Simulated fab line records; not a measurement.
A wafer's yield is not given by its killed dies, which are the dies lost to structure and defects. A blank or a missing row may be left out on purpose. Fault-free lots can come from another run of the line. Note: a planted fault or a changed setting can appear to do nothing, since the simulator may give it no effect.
A sampling plan put to the test	flow sky130	one fab line, 68 faults that these records tell of, each judged on the records of the lots that it struck
The plan is the line's own looks: the steps of the route at which a gauge or an inspection reads the wafer and doesn't change it. Where struck wafers have a number at a look and the file lists that look's usual mean and standard deviation on fault-free wafers, the look can be judged. Caught: at a look after the fault's first step, the mean of the struck wafers lies 4 or more of those standard deviations (sigma) from the usual mean. On the tool: the same test on the tool's own readings at the fault's steps. Also counted as caught: the struck wafers showing another recipe, or a record that is empty for them alone.

## THE FAULTS, as the simulator had put them in
1. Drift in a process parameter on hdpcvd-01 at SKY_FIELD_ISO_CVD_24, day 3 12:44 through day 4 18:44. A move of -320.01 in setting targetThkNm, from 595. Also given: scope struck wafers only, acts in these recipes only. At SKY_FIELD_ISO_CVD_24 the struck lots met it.
2. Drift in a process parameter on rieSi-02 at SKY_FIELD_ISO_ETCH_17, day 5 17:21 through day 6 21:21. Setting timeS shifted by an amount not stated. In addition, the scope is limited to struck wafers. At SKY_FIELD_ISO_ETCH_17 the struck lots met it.
3. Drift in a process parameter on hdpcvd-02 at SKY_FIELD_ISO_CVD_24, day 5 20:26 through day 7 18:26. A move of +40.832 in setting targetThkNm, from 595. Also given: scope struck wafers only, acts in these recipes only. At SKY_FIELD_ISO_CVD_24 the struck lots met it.
4. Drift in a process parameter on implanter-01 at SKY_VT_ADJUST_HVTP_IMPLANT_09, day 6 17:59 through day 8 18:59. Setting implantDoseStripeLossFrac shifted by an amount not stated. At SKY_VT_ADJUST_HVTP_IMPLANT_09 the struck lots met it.
5. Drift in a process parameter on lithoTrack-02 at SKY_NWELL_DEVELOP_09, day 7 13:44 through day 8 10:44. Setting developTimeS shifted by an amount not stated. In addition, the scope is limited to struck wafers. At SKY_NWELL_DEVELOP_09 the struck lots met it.
6. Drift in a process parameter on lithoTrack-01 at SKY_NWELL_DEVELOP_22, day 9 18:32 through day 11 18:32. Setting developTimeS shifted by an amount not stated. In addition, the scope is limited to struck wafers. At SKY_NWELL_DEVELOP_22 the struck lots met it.
7. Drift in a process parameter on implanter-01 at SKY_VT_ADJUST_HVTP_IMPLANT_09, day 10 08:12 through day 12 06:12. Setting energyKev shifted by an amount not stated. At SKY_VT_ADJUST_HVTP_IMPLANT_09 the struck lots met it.
8. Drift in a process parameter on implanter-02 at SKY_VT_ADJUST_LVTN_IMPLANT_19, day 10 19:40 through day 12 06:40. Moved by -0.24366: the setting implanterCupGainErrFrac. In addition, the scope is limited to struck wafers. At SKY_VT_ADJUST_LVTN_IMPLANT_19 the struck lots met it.
9. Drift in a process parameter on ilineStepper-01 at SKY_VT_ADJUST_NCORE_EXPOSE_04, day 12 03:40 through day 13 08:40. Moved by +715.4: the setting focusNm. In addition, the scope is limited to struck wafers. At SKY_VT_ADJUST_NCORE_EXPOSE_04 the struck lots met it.
10. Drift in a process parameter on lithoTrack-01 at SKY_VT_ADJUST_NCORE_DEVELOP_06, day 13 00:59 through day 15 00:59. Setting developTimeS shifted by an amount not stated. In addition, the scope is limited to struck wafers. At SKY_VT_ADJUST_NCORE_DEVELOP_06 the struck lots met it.
11. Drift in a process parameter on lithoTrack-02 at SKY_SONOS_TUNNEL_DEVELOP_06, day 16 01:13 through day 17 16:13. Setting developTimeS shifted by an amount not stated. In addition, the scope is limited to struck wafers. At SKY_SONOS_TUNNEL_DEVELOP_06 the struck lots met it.
12. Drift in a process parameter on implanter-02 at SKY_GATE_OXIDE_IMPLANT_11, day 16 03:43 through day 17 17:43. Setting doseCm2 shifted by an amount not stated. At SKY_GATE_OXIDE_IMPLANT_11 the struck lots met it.
13. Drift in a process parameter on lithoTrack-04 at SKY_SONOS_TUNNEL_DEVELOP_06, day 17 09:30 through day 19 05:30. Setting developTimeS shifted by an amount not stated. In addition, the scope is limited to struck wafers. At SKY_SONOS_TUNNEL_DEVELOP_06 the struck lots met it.
14. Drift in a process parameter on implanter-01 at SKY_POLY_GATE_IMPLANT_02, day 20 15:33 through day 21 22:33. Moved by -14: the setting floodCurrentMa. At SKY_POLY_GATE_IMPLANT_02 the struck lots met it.
15. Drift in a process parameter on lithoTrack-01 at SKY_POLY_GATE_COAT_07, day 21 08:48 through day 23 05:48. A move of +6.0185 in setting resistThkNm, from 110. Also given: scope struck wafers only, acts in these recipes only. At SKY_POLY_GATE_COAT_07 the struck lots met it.
16. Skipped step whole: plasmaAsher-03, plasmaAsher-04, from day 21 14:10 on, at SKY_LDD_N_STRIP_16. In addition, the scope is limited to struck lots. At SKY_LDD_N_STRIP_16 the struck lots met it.
17. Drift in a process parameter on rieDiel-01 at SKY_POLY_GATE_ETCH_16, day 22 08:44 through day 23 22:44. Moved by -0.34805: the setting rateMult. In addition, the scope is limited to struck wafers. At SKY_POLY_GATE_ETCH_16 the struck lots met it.
18. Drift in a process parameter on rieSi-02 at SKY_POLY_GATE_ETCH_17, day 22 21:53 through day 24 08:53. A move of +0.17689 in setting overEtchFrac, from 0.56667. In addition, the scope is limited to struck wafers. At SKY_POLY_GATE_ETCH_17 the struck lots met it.
19. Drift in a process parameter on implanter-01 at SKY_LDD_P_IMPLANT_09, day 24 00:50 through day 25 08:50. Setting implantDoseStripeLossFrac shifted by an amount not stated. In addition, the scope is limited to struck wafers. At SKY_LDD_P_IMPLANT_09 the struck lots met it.
20. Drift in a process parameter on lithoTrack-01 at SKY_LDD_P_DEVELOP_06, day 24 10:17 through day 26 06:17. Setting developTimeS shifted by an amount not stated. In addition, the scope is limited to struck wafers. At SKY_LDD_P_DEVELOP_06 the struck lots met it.
21. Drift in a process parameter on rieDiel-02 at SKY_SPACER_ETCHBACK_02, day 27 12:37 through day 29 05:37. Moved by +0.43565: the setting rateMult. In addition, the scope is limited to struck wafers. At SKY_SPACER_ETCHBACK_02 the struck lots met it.
22. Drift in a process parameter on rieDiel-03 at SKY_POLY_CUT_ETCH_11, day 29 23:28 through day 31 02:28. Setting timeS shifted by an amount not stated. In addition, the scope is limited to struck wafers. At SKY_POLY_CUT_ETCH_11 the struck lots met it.
23. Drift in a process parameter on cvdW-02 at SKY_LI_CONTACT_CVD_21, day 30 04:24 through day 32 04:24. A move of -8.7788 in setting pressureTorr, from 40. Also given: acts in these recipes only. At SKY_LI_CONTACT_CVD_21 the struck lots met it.
24. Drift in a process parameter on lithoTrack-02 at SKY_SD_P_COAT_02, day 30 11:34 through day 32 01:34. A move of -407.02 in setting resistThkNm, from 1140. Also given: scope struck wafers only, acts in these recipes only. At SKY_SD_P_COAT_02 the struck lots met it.
25. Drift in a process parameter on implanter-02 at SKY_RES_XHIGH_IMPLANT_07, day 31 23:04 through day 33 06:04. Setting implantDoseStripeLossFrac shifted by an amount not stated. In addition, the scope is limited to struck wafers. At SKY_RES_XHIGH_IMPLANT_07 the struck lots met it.
26. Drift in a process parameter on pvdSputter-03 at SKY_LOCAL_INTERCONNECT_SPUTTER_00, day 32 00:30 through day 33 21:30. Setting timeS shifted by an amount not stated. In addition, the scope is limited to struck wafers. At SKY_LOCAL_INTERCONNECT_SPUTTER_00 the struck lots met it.
27. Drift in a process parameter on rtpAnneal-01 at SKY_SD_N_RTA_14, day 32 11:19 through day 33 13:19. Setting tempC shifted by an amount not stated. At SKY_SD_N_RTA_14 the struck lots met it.
28. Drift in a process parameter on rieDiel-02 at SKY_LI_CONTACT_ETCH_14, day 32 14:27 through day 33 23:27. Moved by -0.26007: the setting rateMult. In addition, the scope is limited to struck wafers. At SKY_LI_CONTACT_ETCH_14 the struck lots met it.
29. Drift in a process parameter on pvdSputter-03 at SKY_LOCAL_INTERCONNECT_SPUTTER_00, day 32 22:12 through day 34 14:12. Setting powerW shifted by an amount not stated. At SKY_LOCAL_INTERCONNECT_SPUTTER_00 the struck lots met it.
30. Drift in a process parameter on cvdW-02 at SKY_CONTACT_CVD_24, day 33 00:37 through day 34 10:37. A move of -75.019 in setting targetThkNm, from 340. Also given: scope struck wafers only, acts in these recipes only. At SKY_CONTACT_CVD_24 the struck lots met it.
31. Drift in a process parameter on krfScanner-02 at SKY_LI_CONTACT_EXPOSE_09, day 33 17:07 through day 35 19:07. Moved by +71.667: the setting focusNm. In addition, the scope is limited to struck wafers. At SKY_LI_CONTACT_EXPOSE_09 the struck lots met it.
32. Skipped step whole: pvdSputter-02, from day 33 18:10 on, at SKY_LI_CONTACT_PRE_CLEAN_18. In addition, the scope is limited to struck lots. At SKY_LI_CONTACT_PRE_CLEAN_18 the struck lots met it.
33. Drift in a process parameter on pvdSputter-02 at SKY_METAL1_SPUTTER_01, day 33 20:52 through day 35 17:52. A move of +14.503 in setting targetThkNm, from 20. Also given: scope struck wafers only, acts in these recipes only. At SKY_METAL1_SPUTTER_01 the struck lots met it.
34. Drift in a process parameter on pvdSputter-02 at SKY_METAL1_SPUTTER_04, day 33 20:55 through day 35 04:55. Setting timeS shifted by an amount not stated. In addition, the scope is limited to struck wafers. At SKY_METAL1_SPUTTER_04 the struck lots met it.
35. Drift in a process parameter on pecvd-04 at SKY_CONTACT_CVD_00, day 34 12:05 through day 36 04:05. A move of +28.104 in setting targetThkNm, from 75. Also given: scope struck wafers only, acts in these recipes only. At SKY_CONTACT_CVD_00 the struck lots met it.
36. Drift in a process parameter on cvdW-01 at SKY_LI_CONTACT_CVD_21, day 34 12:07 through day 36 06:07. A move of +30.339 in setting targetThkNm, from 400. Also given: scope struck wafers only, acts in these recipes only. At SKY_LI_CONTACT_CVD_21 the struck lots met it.
37. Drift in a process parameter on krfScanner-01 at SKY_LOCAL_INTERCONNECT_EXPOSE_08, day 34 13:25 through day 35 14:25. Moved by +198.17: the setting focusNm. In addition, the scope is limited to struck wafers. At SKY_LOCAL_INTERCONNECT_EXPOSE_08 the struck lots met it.
38. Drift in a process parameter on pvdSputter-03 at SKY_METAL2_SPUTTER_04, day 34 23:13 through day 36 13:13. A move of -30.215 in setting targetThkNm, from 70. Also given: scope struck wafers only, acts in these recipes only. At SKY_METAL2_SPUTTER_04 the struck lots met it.
39. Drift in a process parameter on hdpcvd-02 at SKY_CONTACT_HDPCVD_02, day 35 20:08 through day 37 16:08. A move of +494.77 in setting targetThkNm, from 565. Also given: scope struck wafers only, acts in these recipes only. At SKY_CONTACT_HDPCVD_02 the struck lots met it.
40. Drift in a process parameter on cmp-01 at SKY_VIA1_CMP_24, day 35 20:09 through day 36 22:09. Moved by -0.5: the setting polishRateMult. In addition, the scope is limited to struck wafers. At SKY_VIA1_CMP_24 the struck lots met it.
41. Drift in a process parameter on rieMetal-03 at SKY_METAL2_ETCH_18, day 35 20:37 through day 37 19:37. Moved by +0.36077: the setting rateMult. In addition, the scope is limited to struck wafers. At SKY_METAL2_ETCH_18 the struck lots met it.
42. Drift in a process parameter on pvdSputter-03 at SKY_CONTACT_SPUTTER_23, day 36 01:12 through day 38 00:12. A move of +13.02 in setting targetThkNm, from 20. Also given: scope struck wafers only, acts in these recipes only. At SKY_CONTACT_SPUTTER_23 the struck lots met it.
43. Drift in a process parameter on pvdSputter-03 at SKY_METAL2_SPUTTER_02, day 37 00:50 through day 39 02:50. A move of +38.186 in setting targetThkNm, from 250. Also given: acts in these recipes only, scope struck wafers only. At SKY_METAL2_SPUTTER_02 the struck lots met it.
44. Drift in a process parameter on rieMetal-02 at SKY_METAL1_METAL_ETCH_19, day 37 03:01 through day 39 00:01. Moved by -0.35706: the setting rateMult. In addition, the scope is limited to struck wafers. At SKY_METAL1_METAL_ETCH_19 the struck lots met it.
45. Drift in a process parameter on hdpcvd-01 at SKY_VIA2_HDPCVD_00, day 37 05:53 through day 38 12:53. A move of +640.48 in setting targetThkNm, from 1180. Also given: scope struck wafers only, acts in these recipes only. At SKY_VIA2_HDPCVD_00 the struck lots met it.
46. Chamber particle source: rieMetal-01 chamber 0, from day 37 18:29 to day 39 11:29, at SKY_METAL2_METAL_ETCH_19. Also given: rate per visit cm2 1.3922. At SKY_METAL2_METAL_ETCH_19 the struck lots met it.
47. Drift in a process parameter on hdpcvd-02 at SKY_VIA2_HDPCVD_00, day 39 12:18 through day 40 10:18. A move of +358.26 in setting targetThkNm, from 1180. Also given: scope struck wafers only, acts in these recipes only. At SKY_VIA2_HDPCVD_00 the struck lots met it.
48. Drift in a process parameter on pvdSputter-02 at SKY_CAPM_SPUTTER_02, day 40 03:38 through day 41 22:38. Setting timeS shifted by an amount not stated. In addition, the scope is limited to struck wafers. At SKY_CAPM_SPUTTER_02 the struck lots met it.
49. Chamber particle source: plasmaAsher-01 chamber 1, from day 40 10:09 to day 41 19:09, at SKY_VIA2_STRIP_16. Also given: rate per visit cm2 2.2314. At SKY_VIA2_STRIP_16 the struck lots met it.
50. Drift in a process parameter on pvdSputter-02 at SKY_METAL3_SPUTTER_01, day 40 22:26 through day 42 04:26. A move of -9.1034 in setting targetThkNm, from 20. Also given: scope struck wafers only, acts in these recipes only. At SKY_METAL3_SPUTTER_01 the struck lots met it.
51. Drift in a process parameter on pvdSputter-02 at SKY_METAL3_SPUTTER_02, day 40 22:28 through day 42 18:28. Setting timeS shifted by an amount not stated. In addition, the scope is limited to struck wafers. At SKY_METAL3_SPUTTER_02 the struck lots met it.
52. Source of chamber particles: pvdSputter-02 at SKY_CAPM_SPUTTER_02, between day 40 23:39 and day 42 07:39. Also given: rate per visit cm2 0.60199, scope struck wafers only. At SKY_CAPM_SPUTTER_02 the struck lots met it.
53. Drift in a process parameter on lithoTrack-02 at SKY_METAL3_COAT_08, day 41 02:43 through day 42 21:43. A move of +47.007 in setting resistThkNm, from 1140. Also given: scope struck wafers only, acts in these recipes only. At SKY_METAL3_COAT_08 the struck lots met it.
54. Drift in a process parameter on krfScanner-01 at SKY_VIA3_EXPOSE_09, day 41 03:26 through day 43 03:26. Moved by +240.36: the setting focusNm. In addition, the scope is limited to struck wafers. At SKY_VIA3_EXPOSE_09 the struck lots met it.
55. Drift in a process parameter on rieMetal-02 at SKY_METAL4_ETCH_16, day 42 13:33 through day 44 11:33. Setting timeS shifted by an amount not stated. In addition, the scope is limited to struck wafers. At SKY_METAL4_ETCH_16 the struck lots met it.
56. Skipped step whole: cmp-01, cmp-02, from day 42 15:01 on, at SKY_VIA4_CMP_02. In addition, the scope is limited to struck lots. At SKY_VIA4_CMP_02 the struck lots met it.
57. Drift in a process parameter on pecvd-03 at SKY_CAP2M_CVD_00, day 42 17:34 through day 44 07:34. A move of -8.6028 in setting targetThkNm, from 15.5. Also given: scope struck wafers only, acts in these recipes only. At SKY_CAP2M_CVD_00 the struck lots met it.
58. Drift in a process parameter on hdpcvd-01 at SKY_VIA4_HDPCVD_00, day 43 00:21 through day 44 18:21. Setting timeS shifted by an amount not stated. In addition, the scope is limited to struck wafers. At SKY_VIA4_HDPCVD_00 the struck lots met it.
59. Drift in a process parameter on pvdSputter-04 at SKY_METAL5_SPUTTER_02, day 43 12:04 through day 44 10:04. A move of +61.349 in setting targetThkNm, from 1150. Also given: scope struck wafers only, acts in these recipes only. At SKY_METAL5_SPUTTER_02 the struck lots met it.
60. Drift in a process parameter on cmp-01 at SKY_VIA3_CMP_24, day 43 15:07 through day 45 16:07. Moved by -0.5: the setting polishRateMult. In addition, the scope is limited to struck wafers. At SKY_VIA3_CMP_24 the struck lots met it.
61. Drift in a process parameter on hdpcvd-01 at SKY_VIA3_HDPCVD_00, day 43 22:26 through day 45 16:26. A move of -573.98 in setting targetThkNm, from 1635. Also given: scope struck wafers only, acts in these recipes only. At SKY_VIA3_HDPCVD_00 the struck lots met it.
62. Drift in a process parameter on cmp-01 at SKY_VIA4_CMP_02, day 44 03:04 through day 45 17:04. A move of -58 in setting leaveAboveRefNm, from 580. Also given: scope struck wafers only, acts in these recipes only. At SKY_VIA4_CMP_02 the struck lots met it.
63. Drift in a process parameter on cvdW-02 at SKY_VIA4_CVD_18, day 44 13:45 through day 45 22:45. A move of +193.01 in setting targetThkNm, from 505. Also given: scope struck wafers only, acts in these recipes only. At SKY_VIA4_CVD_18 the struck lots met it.
64. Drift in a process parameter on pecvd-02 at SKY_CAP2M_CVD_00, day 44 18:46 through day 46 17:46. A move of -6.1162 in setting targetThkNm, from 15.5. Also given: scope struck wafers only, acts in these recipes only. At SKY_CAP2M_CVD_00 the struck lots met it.
65. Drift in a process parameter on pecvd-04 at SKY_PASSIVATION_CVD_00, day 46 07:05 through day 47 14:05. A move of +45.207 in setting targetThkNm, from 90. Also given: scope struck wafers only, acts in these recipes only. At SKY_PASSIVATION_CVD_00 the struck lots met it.
66. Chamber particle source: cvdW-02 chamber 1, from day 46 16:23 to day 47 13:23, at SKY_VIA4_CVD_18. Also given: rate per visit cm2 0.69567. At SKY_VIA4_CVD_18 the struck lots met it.
67. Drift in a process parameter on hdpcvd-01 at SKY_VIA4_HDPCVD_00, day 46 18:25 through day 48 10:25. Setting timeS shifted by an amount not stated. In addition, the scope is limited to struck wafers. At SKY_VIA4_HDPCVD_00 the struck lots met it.
68. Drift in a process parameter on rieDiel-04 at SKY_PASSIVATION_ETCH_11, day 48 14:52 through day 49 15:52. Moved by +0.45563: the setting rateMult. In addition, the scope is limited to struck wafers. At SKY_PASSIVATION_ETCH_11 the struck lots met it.

## WHAT THE PLAN SAW
fault	on the tool itself	first look that catches it	reading, sigma	median hours from its first step to that look	hours from the fault's start to the first struck lot there	judged looks passed uncaught
1	no reading that can be judged	SKY_FIELD_ISO_THK_MEAS_25	FIELD_ISO_CVD_24_THK -45	0.1	3	0
2	runLengthS -99 or beyond sigma	none of the 2 looks that can be judged after it	-	-	-	2
3	no reading that can be judged	SKY_FIELD_ISO_THK_MEAS_25	FIELD_ISO_CVD_24_THK +5.8	0.1	18	0
4	no reading that can be judged	not the one look that can be judged after it	strongest: VT_ADJUST_HVTP_TW at SKY_VT_ADJUST_HVTP_TW_MEAS_11, -2.6	-	-	1
5	no reading that can be judged	none of the 6 looks that can be judged after it	strongest: NWELL_01_OVL at SKY_NWELL_OVL_MEAS_23, +2.5	-	-	6
6	no reading that can be judged	none of the 10 looks that can be judged after it	-	-	-	10
7	beamEnergyKeV -99 or beyond sigma	SKY_VT_ADJUST_HVTP_TW_MEAS_11	VT_ADJUST_HVTP_TW -4.7	0.2	5	0
8	beamOnS +17 sigma	SKY_VT_ADJUST_LVTN_TW_MEAS_21	VT_ADJUST_LVTN_2_TW +10	0.2	13	0
9	no reading that can be judged	SKY_VT_ADJUST_NCORE_CD_MEAS_07	cdNm -5.6	12.2	17	0
10	no reading that can be judged	SKY_VT_ADJUST_NCORE_CD_MEAS_07	cdNm +8.1	0.1	11	0
11	no reading that can be judged	SKY_SONOS_TUNNEL_CD_MEAS_07	cdNm -4.4	0.1	4	0
12	doseIonsCm2 +99 or beyond sigma	SKY_GATE_OXIDE_TW_MEAS_14	GATE_OXIDE_TW +80	0.3	5	0
13	under 2 sigma	SKY_SONOS_TUNNEL_TW_MEAS_12	SONOS_TUNNEL_TW -99 or beyond	0.7	11	0
14	no reading that can be judged	none of the 6 looks that can be judged after it	-	-	-	6
15	no reading that can be judged	not the one look that can be judged after it	-	-	-	1
16	the tool's record is blank for the struck wafers	SKY_LDD_P_TW_MEAS_11	LDD_P_TW -99 or beyond	30.4	41	0
17	under 2 sigma	no look after it can be judged	-	-	-	0
18	oesProductAu -8.9 sigma	no look after it can be judged	-	-	-	0
19	under 2 sigma	SKY_LDD_P_TW_MEAS_11	LDD_P_TW -15	0.2	28	0
20	no reading that can be judged	SKY_LDD_P_TW_MEAS_11	LDD_P_TW -99 or beyond	0.5	6	0
21	under 2 sigma	not the one look that can be judged after it	-	-	-	1
22	runLengthS +4.7 sigma	no look after it can be judged	-	-	-	0
23	chamberPressureTorr -99 or beyond sigma	SKY_LI_CONTACT_RS_MEAS_22	LI_CONTACT_W_RS +13	0.1	2	0
24	under 2 sigma	SKY_SD_P_CD_MEAS_07	cdNm +15	13.6	17	0
25	no reading that can be judged	SKY_SD_N_RS_MEAS_18	RES_XHIGH_RS +10	27.4	30	1
26	under 2 sigma	SKY_LOCAL_INTERCONNECT_RS_MEAS_01	LOCAL_INTERCONNECT_TIN_RS -6.6	0.1	37	0
27	wafer_temp_C_max -12 sigma	SKY_SD_N_RS_MEAS_16	SD_N_RS +24	0.2	4	0
28	only faintly: oesProductAu -2.1 sigma	no look after it can be judged	-	-	-	0
29	cathodeDcPowerW +99 or beyond sigma	SKY_LOCAL_INTERCONNECT_RS_MEAS_01	LOCAL_INTERCONNECT_TIN_RS -15	0.1	15	0
30	under 2 sigma	SKY_CONTACT_RS_MEAS_25	CONTACT_W_RS +23	0.1	9	0
31	no reading that can be judged	none of the 2 looks that can be judged after it	-	-	-	2
32	no reading that can be judged	none of the 2 looks that can be judged after it	-	-	-	2
33	under 2 sigma	not the one look that can be judged after it	-	-	-	1
34	under 2 sigma	SKY_METAL1_THK_MEAS_06	METAL1_ALCU_THK -6.8	7.3	14	1
35	under 2 sigma	SKY_CONTACT_THK_MEAS_01	CONTACT_CVD_00_THK +28	0.0	21	0
36	under 2 sigma	SKY_LI_CONTACT_RS_MEAS_22	LI_CONTACT_W_RS -7.6	0.1	4	0
37	under 2 sigma	SKY_LOCAL_INTERCONNECT_CD_MEAS_11	cdNm -19	12.8	19	0
38	under 2 sigma	SKY_METAL2_THK_MEAS_06	METAL2_ALCU_THK +5.0	0.2	2	0
39	no reading that can be judged	SKY_CONTACT_THK_MEAS_03	CONTACT_HDPCVD_THK +84	0.1	11	0
40	overpolishRunS -99 or beyond sigma	no look after it can be judged	-	-	-	0
41	under 2 sigma	no look after it can be judged	-	-	-	0
42	under 2 sigma	no look after it can be judged	-	-	-	0
43	under 2 sigma	SKY_METAL2_RS_MEAS_05	METAL2_ALCU_RS -10	0.1	14	0
44	oesProductAu -13 sigma	no look after it can be judged	-	-	-	0
45	no reading that can be judged	SKY_VIA2_THK_MEAS_01	VIA2_HDPCVD_THK +41	0.1	8	0
46	under 2 sigma	none of the 2 looks that can be judged after it	-	-	-	2
47	no reading that can be judged	SKY_VIA2_THK_MEAS_01	VIA2_HDPCVD_THK +23	0.1	2	0
48	under 2 sigma	SKY_CAPM_RS_MEAS_03	CAPM_TIN_RS +14	0.1	34	0
49	under 2 sigma	not the one look that can be judged after it	-	-	-	1
50	under 2 sigma	no look after it can be judged	-	-	-	0
51	under 2 sigma	no look after it can be judged	-	-	-	0
52	under 2 sigma	no look after it can be judged	-	-	-	0
53	no reading that can be judged	no look after it can be judged	-	-	-	0
54	under 2 sigma	SKY_VIA3_CD_MEAS_12	cdNm -13	11.9	16	0
55	oesProductAu +78 sigma	no look after it can be judged	-	-	-	0
56	the tool's record is blank for the struck wafers	SKY_VIA4_BOW_MEAS_03	VIA4_BOW +6.0	0.3	2	0
57	under 2 sigma	SKY_CAP2M_THK_MEAS_01	CAP2M_CVD_00_THK -36	0.0	7	0
58	runLengthS +35 sigma	SKY_VIA4_THK_MEAS_01	VIA4_HDPCVD_THK +10	0.2	8	0
59	under 2 sigma	SKY_METAL5_RS_MEAS_05	METAL5_ALCU_RS -5.0	0.1	2	0
60	overpolishRunS -99 or beyond sigma	no look after it can be judged	-	-	-	0
61	no reading that can be judged	SKY_VIA3_THK_MEAS_01	VIA3_HDPCVD_THK -28	0.2	16	0
62	only faintly: edgeZonePressureFrac -2.3 sigma	not the one look that can be judged after it	-	-	-	1
63	under 2 sigma	SKY_VIA4_RS_MEAS_19	VIA4_W_RS -27	0.2	7	0
64	under 2 sigma	SKY_CAP2M_THK_MEAS_01	CAP2M_CVD_00_THK -25	0.0	29	0
65	under 2 sigma	SKY_PASSIVATION_THK_MEAS_01	PASSIVATION_CVD_00_THK +35	0.0	12	0
66	under 2 sigma	no look after it can be judged	-	-	-	0
67	runLengthS -24 sigma	SKY_VIA4_THK_MEAS_01	VIA4_HDPCVD_THK -7.5	0.2	1	0
68	under 2 sigma	no look after it can be judged	-	-	-	0
Dash: fault not caught, or number not given in these records.

Caught at a look: 39 of 68. Caught on the tool: 17 of 68. By one or the other: 46 of 68.
Caught on the tool alone: faults 2, 18, 22, 40, 44, 55, 60.
Caught at a look alone: faults 1, 3, 9, 10, 11, 13, 19, 20, 24, 25, 26, 30, 34, 35, 36, 37, 38, 39, 43, 45, 47, 48, 54, 57, 59, 61, 63, 64, 65.
Caught by neither: faults 4, 5, 6, 14, 15, 17, 21, 28, 31, 32, 33, 41, 42, 46, 49, 50, 51, 52, 53, 62, 66, 68.

## THINNER SAMPLING
Were the look that catches a fault to measure just every second or every third lot (counted by lot number), the first struck lot would, at worst, be measured this late:
fault	struck lots at that look, in order of time	every lot	every second lot	every third lot
1	L147, L151	3 h	may miss all 2	may miss all 2
3	L635, L638	18 h	36 h	may miss all 2
7	L385, L388	5 h	21 h	may miss all 2
8	L548, L551	13 h	25 h	may miss all 2
9	L950, L951, L953	17 h	23 h	may miss all 3
10	L288, L289	11 h	22 h	may miss all 2
11	L923, L924	4 h	11 h	may miss all 2
12	L566, L567	5 h	21 h	may miss all 2
13	L204, L205	11 h	11 h	may miss all 2
16	L591, L592	41 h	55 h	may miss all 2
19	L135	28 h	may miss it	may miss it
20	L739, L744	6 h	39 h	may miss all 2
23	L113, L115, L116	2 h	37 h	may miss all 3
24	L573, L574, L575	17 h	20 h	30 h
25	L913, L916	30 h	48 h	may miss all 2
26	L116	37 h	may miss it	may miss it
27	L465, L467	4 h	may miss all 2	may miss all 2
29	L978, L980	15 h	may miss all 2	may miss all 2
30	L918, L919	9 h	14 h	may miss all 2
34	L630, L631	14 h	23 h	may miss all 2
35	L490, L492	21 h	may miss all 2	may miss all 2
36	L701, L706, L707	4 h	37 h	may miss all 3
37	L100, L103	19 h	33 h	may miss all 2
38	L245, L246, L249	2 h	20 h	may miss all 3
39	L843, L846	11 h	33 h	may miss all 2
43	L222, L224	14 h	may miss all 2	may miss all 2
45	L778, L779	8 h	21 h	may miss all 2
47	L138, L140	2 h	may miss all 2	may miss all 2
48	L143	34 h	may miss it	may miss it
54	L223, L224	16 h	17 h	may miss all 2
56	L163, L164, L165	2 h	18 h	23 h
57	L437, L439	7 h	may miss all 2	may miss all 2
58	L615, L616, L618	8 h	13 h	may miss all 3
59	L654, L656	2 h	may miss all 2	may miss all 2
61	L131	16 h	may miss it	may miss it
63	L848	7 h	may miss it	may miss it
64	L557	29 h	may miss it	may miss it
65	L561, L563	12 h	may miss all 2	may miss all 2
67	L998, L999, L100	1 h	2 h	15 h
Hours: fault start to first struck lot measured. The limit of 4 sigma was tested on all struck wafers together, so one lot alone may lie under it. Other struck lots may not be in these records.

## THE LONGEST TIMED WAY FROM STEP TO LOOK
Fault 16: the median time between SKY_LDD_N_STRIP_16 and SKY_LDD_P_TW_MEAS_11 is 30.4 hours. No look between them can be judged.
